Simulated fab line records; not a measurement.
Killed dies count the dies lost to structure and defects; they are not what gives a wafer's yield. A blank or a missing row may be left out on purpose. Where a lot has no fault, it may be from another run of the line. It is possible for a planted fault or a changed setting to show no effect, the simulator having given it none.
Chamber matching	flow gf180mcu	rie_si-01 running GF_POLY_GATE_ETCH_13: 4 sister chambers
The step etches poly-Si in HBr/Cl2, stops on SiO2, target depth 198.5 nm, time 69.6 s. 4 wafers are shown with their chamber, then 8 later ones without.

## WAFERS WITH THEIR CHAMBER
wafer	chamber	drypump_motor_current_A (A)
L468.4	0	5.8
L475.3	2	5.2
L481.6	1	5.5
L483.1	3	5.4

## WAFERS WITH NO CHAMBER GIVEN
wafer	drypump_motor_current_A (A)
L483.2	5.7
L483.5	5.5
L485.1	5.7
L485.3	5.3
L485.6	5.5
L486.1	5.7
L486.5	5.2
L486.6	5.8

## CHAMBER TAKEN BY EACH
wafer	from the rows above	in truth
L483.2	can't be placed: 0 or 1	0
L483.5	can't be placed: 1 or 3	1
L485.1	can't be placed: 0 or 1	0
L485.3	can't be placed: 2 or 3 or 1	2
L485.6	can't be placed: 1 or 3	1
L486.1	can't be placed: 0 or 1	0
L486.5	2	2
L486.6	0	0
Placed correctly: 2 of 8. These rows do not allow placing 6 (true chamber among the candidates in 6). Wrongly placed: 0.
How it was worked out, from the rows above alone: a wafer's distance from a chamber is the root of the sum, over the readings, of the square of ((its reading less the chamber's mean) divided by the reading's scatter). The wafer belongs to the nearest chamber; if the next one is less than 2 further off, it can't be placed. The mean given for a chamber averages the wafers shown for that chamber. The scatter (one wafer shown for each chamber): square how far every hidden wafer sits from the nearest shown wafer, average those squares and take the square root.
